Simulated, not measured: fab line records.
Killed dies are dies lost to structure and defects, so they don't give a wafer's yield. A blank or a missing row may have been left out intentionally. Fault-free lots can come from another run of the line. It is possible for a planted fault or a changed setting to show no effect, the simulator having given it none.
8D (eight disciplines) problem report, filled in by code / flow sky130 / the parts of the form that need people (team, actions taken, sign-off) are left out

1. WHAT IS WRONG
SKY_SONOS_ONO_WET_ETCH_16, tempC: mean 24.51 C over 1 wafer from 1 lot; wafers with no fault: 25.01 C, standard deviation 0.11. That puts it -4.5 standard deviations away from the usual mean.
The step: etches SiO2 in dHF, target depth 14 nm, time 280 s.
First observed at day 17 00:43: wafer L702.6, on wetBench-03. The record holds 13 wafers of 5 lots with a number at this step. Rule for "out", or "out of limits": more than 4 standard deviations from the usual mean. All remaining wafers that have a number are taken as sound.

2. WHAT IT IS; WHAT IT IS NOT
question=which readings at this step | is=tempC | is not=-
question=which lots | is=L702 | is not=L693, L709, L710, L713
question=which wafers of those lots | is=all that have a number | is not=-
question=read on which tools | is=wetBench-03 | is not=wetBench-01, wetBench-02
question=when | is=from day 17 00:43 | is not=up to then (3 sound wafers); but 9 sound wafers of L709, L710, L713 came after

3. SUSPECTS, AND WHAT RULES EACH OUT
Counting: a tool stays on the suspect list if, at a process step up to the reading, it processed all lots that are out and no sound lot following the first of them.
- rieDiel-04 at SKY_SONOS_ONO_ETCH_15 (etches the open film in CHF3/O2, target depth 19.52 nm, time 7.8 s): kept. It ran the lot that is out, L702 (day 17 00:42), and no sound lot after that.
- wetBench-03 at SKY_SONOS_ONO_WET_ETCH_16 (etches SiO2 in dHF, target depth 14 nm, time 280 s): ruled out as a lasting fault. Sound lots L713 ran on it after its first lot that is out, L702 (day 17 00:43).
Remaining after the count: rieDiel-04 at SKY_SONOS_ONO_ETCH_15.

4. THE CAUSE (what the simulator had put in)
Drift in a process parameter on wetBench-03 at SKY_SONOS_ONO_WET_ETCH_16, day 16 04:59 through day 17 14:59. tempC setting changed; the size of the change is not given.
Counting ruled it out, wrongly.

5. THE EFFECT CHAIN, in route order
One row per reading whose mean, taken over the struck wafers that have a number, lies over 3 standard deviations from the usual. Only readings for which the record gives a usual standard deviation are gone through. hours: the time from each lot's start at the first step in this table that gives one to its start at this step, as a median over the lots. sigmas: the change in usual standard deviations.
hours=0; step=SKY_SONOS_ONO_WET_ETCH_16; reading=tempC; usual=25.01 C; on struck wafers=24.51; change=-0.50; sigmas=-4.5
hours=756; step=SKY_PAD_OPEN_PROBE_99; reading=killed_at_M4_up; usual=3.6; on struck wafers=11.0; change=+7.4; sigmas=+3.5
The process steps in it:
- SKY_SONOS_ONO_WET_ETCH_16: etches SiO2 in dHF, target depth 14 nm, time 280 s.
- SKY_PAD_OPEN_PROBE_99

6. WHAT WOULD HAVE CAUGHT IT SOONER
The fault began at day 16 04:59; the first out-of-limits reading in this record came at day 17 00:43, 20 hours later.
